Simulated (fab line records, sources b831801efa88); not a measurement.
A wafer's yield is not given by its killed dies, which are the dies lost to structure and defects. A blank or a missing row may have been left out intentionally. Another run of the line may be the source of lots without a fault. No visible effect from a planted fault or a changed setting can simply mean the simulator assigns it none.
fab line records	flow sky130
[record] lots = 6	wafers = 16	lastDay = 50
route steps=708 shown LOCAL_INTERCONNECT@396 CONTACT@406 PAD_OPEN@708
lots that met no fault: from a run of the same line without faults
startH: hours from the record's opening day to when the first of the lot's shown wafers began	waitH: time in hours since the lot's previous step	" unchanged from the row above	L1.1+2: one row covering several wafers at once	- either no value or no given start	* or withheld: withheld	< > ~ a bound
route shown NAME@n: NAME is a module with steps in the file, n the number in the route of the first one	usual: mean/standard deviation of fault-free wafers	same: alike in all rows	chamber/n: place in a boat	sites: each site's reading	_std_site: how widely they spread, as a standard deviation	_edge_site: outer sites' mean less inner sites'	radiusMm: for every site, how far away it sits from the centre of the wafer	mask NAME#n: copy n	behind: the last tool/chamber to shape the wafer	hold: reason for holding the lot/hours on hold/outcome of the hold	device: which transistor (n, p or np) failed to switch	end of line: tests of these same wafers at the route's end	a step with no rows: only its recipe	killed: dies lost to structure and defects at the first sort, not the wafer's yield	map: the dies of a wafer, with x for killed, . for not killed, _ for no die there
set.NAME: the run value of the setting; set.NAME@STEP: its run value at that earlier step	model.NAME: the simulator's own value behind a step, which no gauge read
lots at some steps of the route; a table a step, a row a wafer
services: from which hour (startH, from the record's first day; less than 0 if before it) a tool's chamber was out of use, for how many hours, and why
[[steps]]
[step SKY_LOCAL_INTERCONNECT_PEB_09]
[recipe] pebTempC = withheld	pebTimeS = withheld	resist = KrF-thick
[step SKY_LOCAL_INTERCONNECT_DEVELOP_10]
[recipe] developTimeS = 60	resist = KrF-thick	devTempC = 21
[step SKY_LOCAL_INTERCONNECT_CD_MEAS_11]
[recipe] targetCdNm = 170
[usual] cdNm = 169.6/1.2
lot.wafer	tool	chamber	startH	waitH	cdNm
L568.1	cdSem-01	-	709.97	-	166.9
L568.5	"	-	"	"	167.7
L568.6	"	-	"	"	167.1
L572.2	cdSem-02	-	757.33	-	172.4
L572.3	"	-	"	"	170.9
L572.4	"	-	"	"	169.5
L576.3	cdSem-01	-	793.96	-	170.1
L576.4	"	-	"	"	169.5
L577.4	cdSem-01	-	799.47	-	168.8
L577.6	"	-	"	"	169.3
L586.2	cdSem-02	-	857.07	-	173.2
L586.4	"	-	"	"	171.1
L586.5	"	-	"	"	172.8
L589.2	cdSem-02	-	893.93	-	169.0
L589.3	"	-	"	"	168.8
L589.4	"	-	"	"	168.8
[step SKY_LOCAL_INTERCONNECT_OVL_MEAS_12]
[usual] LOCAL_INTERCONNECT_OVL = 1/4.5
lot.wafer	tool	chamber	startH	waitH	LOCAL_INTERCONNECT_OVL[nm]
L568.1	overlay-01	-	710.09	0.1	3
L568.5	"	-	"	"	-1
L568.6	"	-	"	"	-3
L572.2	overlay-01	-	757.44	0.1	5
L572.3	"	-	"	"	6
L572.4	"	-	"	"	8
L576.3	overlay-02	-	794.05	0.1	-3
L576.4	"	-	"	"	-3
L577.4	overlay-02	-	799.55	0.1	6
L577.6	"	-	"	"	11
L586.2	overlay-01	-	857.18	0.1	2
L586.4	"	-	"	"	9
L586.5	"	-	"	"	6
L589.2	overlay-02	-	894.04	0.1	-1
L589.3	"	-	"	"	0
L589.4	"	-	"	"	5
[step SKY_LOCAL_INTERCONNECT_ETCH_13]
[recipe] chemistry = N2/H2	target = BARC	ionEnergyEv = 200	biasW = 100	pressureMtorr = 30	n2FlowSccm = 100	h2FlowSccm = 200	icpW = 500	stopOn = SiO2	timeS = 45.9	targetDepthA = 600
[usual] biasW = 100.0/0.31	drypumpMotorCurrentA = 5.7/0.45	oesProductAu = 0.855/0.0046	throttleValvePct = 13.224/0.0087
lot.wafer	tool	chamber	startH	waitH	biasW	drypumpMotorCurrentA	oesProductAu	rfHoursCounterH	throttleValvePct
L568.1	rieMetal-01	1	710.13	0.0	100.1	5.2	0.857	14	13.211
L568.5	"	1	"	"	100.2	5.2	0.858	-	13.216
L568.6	"	0	"	"	99.7	6.3	0.852	-	13.217
L572.2	rieMetal-03	1	757.47	0.0	100.0	5.2	0.851	14	13.221
L572.3	"	1	"	"	99.8	5.2	0.855	-	13.224
L572.4	"	0	"	"	100.2	6.0	0.851	-	13.237
L576.3	rieMetal-01	1	794.12	0.1	100.2	5.2	0.854	-	13.215
L576.4	"	1	"	"	100.5	5.2	0.853	-	13.222
L577.4	rieMetal-03	1	799.59	0.0	100.1	5.2	0.858	-	13.226
L577.6	"	0	"	"	99.9	6.0	0.858	-	13.225
L586.2	rieMetal-04	0	857.21	0.0	100.0	6.1	0.854	11	13.220
L586.4	"	0	"	"	100.1	6.0	0.854	-	13.227
L586.5	"	1	"	"	100.7	5.5	0.860	-	13.220
L589.2	rieMetal-01	1	894.07	0.0	100.2	5.2	0.855	7	13.223
L589.3	"	0	"	"	100.2	6.3	0.854	-	13.232
L589.4	"	1	"	"	99.7	5.2	0.862	-	13.232
[step SKY_LOCAL_INTERCONNECT_METAL_ETCH_14]
[recipe] targetDepthNm = 110	stopOn = PSG	chemistry = Cl2/BCl3	target = TiN	resistSidewallDeg = 88	pressureMtorr = 10	icpW = 900	biasW = 48.5	Cl2_flow_sccm = 60	bcl3FlowSccm = 30	timeS = 31.4
[usual] biasW = 48.51/0.13	drypumpMotorCurrentA = 5.7/0.46	oesProductAu = 0.937/0.0063	throttleValvePct = 21.904/0.0096
lot.wafer	tool	chamber	startH	waitH	biasW	drypumpMotorCurrentA	oesProductAu	rfHoursCounterH	throttleValvePct
L568.1	rieMetal-01	1	710.19	0.0	48.59	5.2	0.936	14	21.900
L568.5	"	1	"	"	48.66	5.2	0.948	-	21.913
L568.6	"	0	"	"	48.44	6.3	0.944	-	21.896
L572.2	rieMetal-03	1	757.53	0.0	48.73	5.2	0.943	14	21.891
L572.3	"	1	"	"	48.63	5.1	0.942	-	21.924
L572.4	"	0	"	"	48.50	6.0	0.943	-	21.897
L576.3	rieMetal-01	1	794.24	0.1	48.44	5.2	0.941	-	21.903
L576.4	"	1	"	"	48.32	5.2	0.946	-	21.910
L577.4	rieMetal-03	1	799.65	0.0	48.52	5.1	0.940	-	21.915
L577.6	"	0	"	"	48.34	6.0	0.936	-	21.905
L586.2	rieMetal-04	0	857.27	0.0	48.39	6.0	0.934	11	21.898
L586.4	"	0	"	"	48.38	6.0	0.934	-	21.916
L586.5	"	1	"	"	48.41	5.6	0.939	-	21.895
L589.2	rieMetal-01	1	894.13	0.0	48.70	5.2	0.934	7	21.925
L589.3	"	0	"	"	48.71	6.3	0.939	-	21.912
L589.4	"	1	"	"	48.59	5.2	0.941	-	21.900
[step SKY_LOCAL_INTERCONNECT_STRIP_15]
[recipe] chemistry = O2/N2	powerW = 1400	pressureMtorr = 1500	platenTempC = withheld	o2FlowSccm = 3000	n2FlowSccm = 300	overashFraction = 0.5
[usual] drypumpMotorCurrentA = 5.9/0.48	oesProductAu = 0.427/0.0045	stripTimeToEndpointS = 4.721/0.016
lot.wafer	tool	chamber	startH	waitH	drypumpMotorCurrentA	oesProductAu	rfHoursCounterH	stripTimeToEndpointS
L568.1	plasmaAsher-02	0	710.24	0.0	6.4	0.426	89	4.730
L568.5	"	1	"	"	6.3	0.422	-	4.721
L568.6	"	0	"	"	6.4	0.429	-	4.717
L572.2	plasmaAsher-02	0	757.58	0.0	6.4	0.421	94	4.706
L572.3	"	1	"	"	6.3	0.423	-	4.724
L572.4	"	0	"	"	6.4	0.429	-	4.730
L576.3	plasmaAsher-02	0	794.34	0.1	6.4	0.425	-	4.716
L576.4	"	1	"	"	6.3	0.429	-	4.726
L577.4	plasmaAsher-02	0	799.72	0.1	6.4	0.426	-	4.731
L577.6	"	0	"	"	6.4	0.424	-	4.720
L586.2	plasmaAsher-04	1	857.32	0.0	5.1	0.428	41	4.717
L586.4	"	1	"	"	5.1	0.426	-	4.723
L586.5	"	0	"	"	6.3	0.424	-	4.752
L589.2	plasmaAsher-04	1	894.18	0.0	5.1	0.425	45	4.720
L589.3	"	1	"	"	5.1	0.429	-	4.735
L589.4	"	0	"	"	6.3	0.423	-	4.727
[step SKY_LOCAL_INTERCONNECT_STRIP_16]
[recipe] chemistry = postEtchResidueRemover	timeS = 1200	tempC = 72.5
[step SKY_LOCAL_INTERCONNECT_CLEAN_17]
[recipe] chemistry = IPA	timeS = 180	tempC = 25
[step SKY_LOCAL_INTERCONNECT_CLEAN_18]
[recipe] chemistry = O3/DIW	dry = n2Spin
[step SKY_CONTACT_CVD_00]
[recipe] material = Si3N4	targetThkNm = 75	tempC = 400	timeS = withheld	rfW = 450
[usual] heaterPowerW = 730/100
lot.wafer	tool	chamber	startH	waitH	heaterPowerW
L568.1	pecvd-01	2	710.84	0.0	591
L568.5	"	1	"	"	912
L568.6	"	2	"	"	634
L572.2	pecvd-04	0	758.19	0.0	688
L572.3	"	1	"	"	795
L572.4	"	1	"	"	787
L576.3	pecvd-04	2	794.91	0.0	683
L576.4	"	0	"	"	566
L577.4	pecvd-04	1	800.33	0.0	862
L577.6	"	0	"	"	634
L586.2	pecvd-01	2	857.96	0.0	689
L586.4	"	1	"	"	931
L586.5	"	2	"	"	710
L589.2	pecvd-01	1	894.78	0.0	857
L589.3	"	2	"	"	645
L589.4	"	2	"	"	644
[step SKY_CONTACT_THK_MEAS_01]
[recipe] reads = Si3N4_of_CONTACT_CVD_00
[usual] CONTACT_CVD_00_THK = 75.1/0.92
lot.wafer	tool	chamber	startH	waitH	CONTACT_CVD_00_THK[nm]
L568.1	filmMetro-03	-	710.87	-	76.5
L568.5	"	-	"	"	76.0
L568.6	"	-	"	"	76.0
L572.2	filmMetro-04	-	758.23	-	74.7
L572.3	"	-	"	"	73.9
L572.4	"	-	"	"	76.0
L576.3	filmMetro-03	-	794.97	-	75.9
L576.4	"	-	"	"	76.5
L577.4	filmMetro-01	-	800.38	-	74.7
L577.6	"	-	"	"	73.9
L586.2	filmMetro-03	-	858.00	-	75.5
L586.4	"	-	"	"	75.7
L586.5	"	-	"	"	77.0
L589.2	filmMetro-04	-	894.82	-	74.4
L589.3	"	-	"	"	74.7
L589.4	"	-	"	"	75.8
[step SKY_CONTACT_HDPCVD_02]
[recipe] material = SiO2	targetThkNm = 565	sigmaOpenFrac = 0.3	timeS = 94.2	tempC = 600	sih4FlowSccm = 60	pressureMtorr = 6
[usual] runLengthS = 122.3/0.54
lot.wafer	tool	chamber	startH	waitH	runLengthS	model.SiO2_of_CONTACT_HDPCVD_02.thkNm
L568.1	hdpcvd-01	0	710.93	0.1	122.0	563.9
L568.5	"	2	"	"	123.1	567.6
L568.6	"	0	"	"	121.5	565.7
L572.2	hdpcvd-01	1	758.28	0.0	122.3	561.9
L572.3	"	2	"	"	122.3	568.5
L572.4	"	0	"	"	122.3	561.2
L576.3	hdpcvd-01	0	795.01	0.0	121.6	553.2
L576.4	"	0	"	"	110.7	498.2
L577.4	hdpcvd-01	0	800.44	0.1	110.9	498.1
L577.6	"	2	"	"	111.0	505.3
L586.2	hdpcvd-02	2	858.05	0.0	122.6	563.4
L586.4	"	0	"	"	121.4	564.9
L586.5	"	1	"	"	123.1	558.7
L589.2	hdpcvd-02	2	894.87	0.0	122.5	563.9
L589.3	"	0	"	"	121.6	560
L589.4	"	0	"	"	121.5	558.4
[step SKY_CONTACT_THK_MEAS_03]
[recipe] reads = SiO2_of_CONTACT_HDPCVD_02
[usual] CONTACT_HDPCVD_THK = 564/4.6
lot.wafer	tool	chamber	startH	waitH	hold	CONTACT_HDPCVD_THK[nm]
L568.1	filmMetro-04	-	711.00	0.0	-	564
L568.5	"	-	"	"	-	568
L568.6	"	-	"	"	-	566
L572.2	filmMetro-01	-	758.36	0.0	-	562
L572.3	"	-	"	"	-	568
L572.4	"	-	"	"	-	561
L576.3	filmMetro-01	-	795.10	0.1	awaitDispo/0.2h/release	553
L576.4	"	-	"	"	awaitDispo/0.2h/release	498
L576.3	filmMetro-01	-	795.32	0.2	-	553
L576.4	"	-	"	"	-	498
L577.4	filmMetro-03	-	800.51	0.0	awaitDispo/0.2h/release	498
L577.6	"	-	"	"	awaitDispo/0.2h/release	505
L577.4	filmMetro-03	-	800.77	0.2	-	498
L577.6	"	-	"	"	-	505
L586.2	filmMetro-04	-	858.13	0.0	-	563
L586.4	"	-	"	"	-	565
L586.5	"	-	"	"	-	559
L589.2	filmMetro-01	-	894.95	0.0	-	563
L589.3	"	-	"	"	-	560
L589.4	"	-	"	"	-	558
[step SKY_CONTACT_CMP_04]
[recipe] material = SiO2	downForcePsi = 4	platenRpm = 60	padVelocityMS = 0.94248
[usual] motorCurrentA = 12.0/1.1	timeToEndpointS = 83/3.1
lot.wafer	tool	chamber	startH	waitH	hold	motorCurrentA	timeToEndpointS
L568.1	cmp-01	0	711.06	0.1	-	10.7	81
L568.5	"	0	"	"	-	10.1	89
L568.6	"	1	"	"	-	12.2	88
L572.2	cmp-01	3	758.41	0.0	-	12.5	81
L572.3	"	1	"	"	-	11.9	89
L572.4	"	2	"	"	-	11.9	84
L576.3	cmp-02	3	799.04	3.7	awaitDispo/3.5h/release	13.0	79
L576.4	"	1	"	"	awaitDispo/3.5h/release	11.2	59
L577.4	cmp-02	1	802.95	2.2	awaitDispo/2.1h/release	11.2	58
L577.6	"	2	"	"	awaitDispo/2.1h/release	13.0	58
L586.2	cmp-01	2	858.23	0.1	-	12.1	85
L586.4	"	0	"	"	-	10.3	82
L586.5	"	1	"	"	-	12.4	84
L589.4	cmp-01	2	895.05	0.1	-	11.6	83
L589.2	"	3	"	"	-	12.8	84
L589.3	"	0	"	"	-	10.3	82
[step SKY_CONTACT_BOW_MEAS_05]
[recipe] mode = bow
[usual] CONTACT_BOW = 81/7.5
lot.wafer	tool	chamber	startH	waitH	CONTACT_BOW[um]
L568.1	filmMetro-03	-	711.36	0.2	88
L568.5	"	-	"	"	77
L568.6	"	-	"	"	87
L572.2	filmMetro-04	-	758.73	0.3	80
L572.3	"	-	"	"	87
L572.4	"	-	"	"	83
L576.3	filmMetro-01	-	799.38	0.3	68
L576.4	"	-	"	"	95
L577.4	filmMetro-01	-	803.31	0.3	70
L577.6	"	-	"	"	74
L586.2	filmMetro-01	-	858.50	0.2	77
L586.4	"	-	"	"	77
L586.5	"	-	"	"	92
L589.2	filmMetro-03	-	895.32	0.2	88
L589.3	"	-	"	"	79
L589.4	"	-	"	"	77
[step SKY_PAD_OPEN_PROBE_99]
[usual] killed_at_M0_to_M3 = 43/6.6	killed_at_M4_up = 3.2/1.8	killedAtContacts = 24/5	killedAtFrontEnd = 15/4.5	killedAtOther = 0.2/0.46	killedDies = 86/8.8	killedOnRim = 16/3.4	killedOpen = 48/6.6	killedShort = 38/6.1
[same] grossDies = 492	killedAtBackSide = 0
lot.wafer	tool	chamber	startH	waitH	killed_at_M0_to_M3	killed_at_M4_up	killedAtContacts	killedAtFrontEnd	killedAtOther	killedDies	killedOnRim	killedOpen	killedShort
L568.1	prober-01	-	1071.77	0.1	44	1	26	19	1	91	17	50	41
L568.5	prober-01	-	1071.97	0.2	49	5	28	16	0	98	12	54	44
L568.6	prober-01	-	1072.02	0.2	33	4	24	9	0	70	10	44	26
L576.3	prober-02	-	1139.89	0.2	43	7	33	15	0	98	19	61	37
L576.4	prober-02	-	1139.94	0.2	50	6	27	11	0	94	16	51	43
L589.2	prober-01	-	1208.88	0.1	40	5	20	19	0	84	16	43	41
L589.4	prober-01	-	1208.98	0.2	46	4	28	13	0	91	21	47	44
// killed by level:class
L568.1 CONTACT:geometricParticle:open=11 VIA1:geometricParticle:open=10 METAL2:geometricParticle:short=8 FIELD_ISO:geometricParticle:open=7 VIA1:geometricParticle:short=6 LI_CONTACT:geometricParticle:short=5 LI_CONTACT:geometricParticle:open=5 VIA3:geometricParticle:open=5
L568.5 VIA1:geometricParticle:open=13 CONTACT:geometricParticle:open=10 METAL2:geometricParticle:short=10 CONTACT:geometricParticle:short=7 POLY_GATE:geometricParticle:open=6 VIA2:geometricParticle:open=6 FIELD_ISO:geometricParticle:open=5 LI_CONTACT:geometricParticle:open=5
L568.6 VIA1:geometricParticle:open=9 LI_CONTACT:geometricParticle:open=8 VIA3:geometricParticle:open=6 CONTACT:geometricParticle:open=5 CONTACT:geometricParticle:short=5 VIA2:geometricParticle:open=5 FIELD_ISO:geometricParticle:open=3 LI_CONTACT:geometricParticle:short=3
L576.3 LI_CONTACT:geometricParticle:open=15 VIA1:geometricParticle:open=10 POLY_GATE:geometricParticle:open=8 CONTACT:geometricParticle:open=7 VIA1:geometricParticle:short=6 VIA2:geometricParticle:open=6 VIA3:geometricParticle:open=5 METAL4:geometricParticle:short=5
L576.4 CONTACT:geometricParticle:open=11 VIA2:geometricParticle:open=10 VIA1:geometricParticle:open=9 VIA3:geometricParticle:open=8 LI_CONTACT:geometricParticle:open=7 METAL1:geometricParticle:short=6 CONTACT:geometricParticle:short=5 METAL2:geometricParticle:short=5
L589.2 CONTACT:geometricParticle:open=11 POLY_GATE:geometricParticle:open=6 METAL1:geometricParticle:short=6 VIA1:geometricParticle:short=6 VIA3:geometricParticle:open=6 VIA2:geometricParticle:open=5 FIELD_ISO:geometricParticle:open=4 VIA2:geometricParticle:short=4
L589.4 CONTACT:geometricParticle:open=10 VIA3:geometricParticle:open=9 VIA2:geometricParticle:open=8 METAL1:geometricParticle:short=7 LI_CONTACT:geometricParticle:open=6 CONTACT:geometricParticle:short=5 VIA1:geometricParticle:open=5 FIELD_ISO:geometricParticle:short=4
[[services]]
tool	chamber	startH	hours	kind
hdpcvd-02	-	698.46	0.5	repair
pecvd-04	-	700.02	0.6	repair
cmp-02	-	700.35	6.8	pm
pecvd-01	-	702.64	2.8	pm
rieMetal-04	1	711.70	3.0	repair
cmp-02	-	713.51	1.7	repair
cmp-02	-	718.87	1.0	repair
pecvd-01	-	720.53	0.3	repair
rieMetal-01	1	727.19	-	clean
rieMetal-01	1	727.19	24.9	scheduledDown
pecvd-04	2	734.48	23.5	repair
cmp-01	-	744.16	4.0	pm
hdpcvd-01	-	745.38	0.3	repair
cmp-02	-	763.09	6.6	pm
hdpcvd-02	-	794.16	2.8	pm
cmp-01	-	807.91	5.2	repair
cmp-02	-	816.19	2.3	repair
plasmaAsher-04	-	835.60	14.6	pm
plasmaAsher-02	-	835.97	7.1	repair
hdpcvd-01	-	857.18	22.1	repair
hdpcvd-02	2	866.81	11.0	repair
pecvd-01	2	884.07	8.2	repair
cmp-02	-	893.04	1.4	repair
rieMetal-03	-	893.75	14.6	pm
[[key]]
[firstSign] step = SKY_CONTACT_HDPCVD_02	reading = runLengthS	direction = down	sigmas = 21	usual = *	struck = *
[effect] step = SKY_CONTACT_THK_MEAS_03	reading = visit	direction = added
[effect] step = SKY_CONTACT_THK_MEAS_03	reading = CONTACT_HDPCVD_THK	direction = down	sigmas = 14	usual = 564	struck = 501
[effect] step = SKY_CONTACT_CMP_04	reading = timeToEndpointS	direction = down	sigmas = 8.1	usual = *	struck = *
[modelEffect] step = SKY_CONTACT_HDPCVD_02	value = SiO2_of_CONTACT_HDPCVD_02.thkNm	without = 566.5	struck = 500.5
metAt SKY_CONTACT_HDPCVD_02
struckWafers L576.4,L577.4,L577.6
testerLeftOut L576,L577
onsetBetween 758.28 795.01
[fault] kind = processParameterDrift	tool = hdpcvd-01	chamber = -	onsetH = 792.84	steps = SKY_CONTACT_HDPCVD_02	channel = timeS	offset = *	shape = step	endH = 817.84	scope = struckWafersOnly	actsIn = *	stated = *
// testerLeftOut: of these lots the tester's yield and bins aren't shown, on N5 and GAA mostly nor the transistor test; their killed dies are dies lost to structure and defects alone, not to doping, threshold or leakage, so they don't give the yield
